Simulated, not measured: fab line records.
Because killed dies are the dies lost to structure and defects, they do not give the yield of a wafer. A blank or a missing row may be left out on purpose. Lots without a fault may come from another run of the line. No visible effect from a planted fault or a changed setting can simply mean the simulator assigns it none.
Comparing a struck lot with a sound one ; flow sky130 ; 14 out of 708 route steps
Sound: wafers L230.1, L230.4, L230.6. Struck: wafers L228.1, L228.2, L228.6. At the end, the cause is stated.
Each step with rows lists, per side, the tool, then ch with its chambers, then its first start. Under that, the readings that differ: sound wafers ; struck wafers ; difference of the means ; sigmas: that difference in standard deviations of wafers without a fault.
alike: readings with means less than 2 such deviations apart, plus words and numbers identical on both sides. not compared: withheld readings, readings lacking a value on some wafer, bounds such as >300 that could conceal the same value, and numbers that have no deviation in the record and whose values overlap.
Wherever a step has rows on one side only, a row that says differs or no value, or a row with sigmas, the two part there. Numbers that don't overlap but have no deviation are shown without sigmas and don't part them. A reading that every wafer of one side lacks parts them only if that side has two wafers or more.

first, 4 steps without rows for these wafers: SKY_METAL3_STRIP_20 (strips in post etch residue remover, time 1200 s); SKY_METAL3_CLEAN_21 (cleans in IPA, time 180 s); SKY_METAL3_CLEAN_22 (cleans in O3/DIW); SKY_VIA3_HDPCVD_00 (deposits SiO2, target thk 1635 nm, time 272.5 s).
SKY_VIA3_THK_MEAS_01:
  sound on filmMetro-01, day 42 20:13; struck on filmMetro-01, day 42 10:15
  alike: VIA3_HDPCVD_THK
SKY_VIA3_CMP_02: polishes SiO2.
  sound on cmp-02 ch 2,3, day 42 20:16; struck on cmp-01 ch 1,3, day 42 10:19
  alike: motorCurrentA
SKY_VIA3_BOW_MEAS_03:
  sound on filmMetro-03, day 42 20:34; struck on filmMetro-01, day 42 10:37
  alike: VIA3_BOW
then, 5 steps without rows for these wafers: SKY_VIA3_DEHYDRATE_04 (time 60 s); SKY_VIA3_HMDS_05 (prime time 60 s); SKY_VIA3_COAT_06 (resist thk 60 nm); SKY_VIA3_COAT_07 (resist thk 450 nm); SKY_VIA3_SOFTBAKE_08 (time 90 s).
SKY_VIA3_EXPOSE_09: exposes mask VIM3, target cd 200 nm.
  struck on krfScanner-02, day 42 23:11; sound on krfScanner-01 ch 0, day 43 08:34
  no value came back on the struck wafers for exposureDoseMJCm2, focusOffsetNm (nm), na; on the sound wafers exposureDoseMJCm2 reads 37.89 37.83 37.86
  alike: mask
next, for these wafers, 1 step has no rows: SKY_VIA3_PEB_10.

== WHERE THEY PART ==
At SKY_VIA3_EXPOSE_09 and nowhere else, as far as this record goes.

WHY: what the simulator had put in
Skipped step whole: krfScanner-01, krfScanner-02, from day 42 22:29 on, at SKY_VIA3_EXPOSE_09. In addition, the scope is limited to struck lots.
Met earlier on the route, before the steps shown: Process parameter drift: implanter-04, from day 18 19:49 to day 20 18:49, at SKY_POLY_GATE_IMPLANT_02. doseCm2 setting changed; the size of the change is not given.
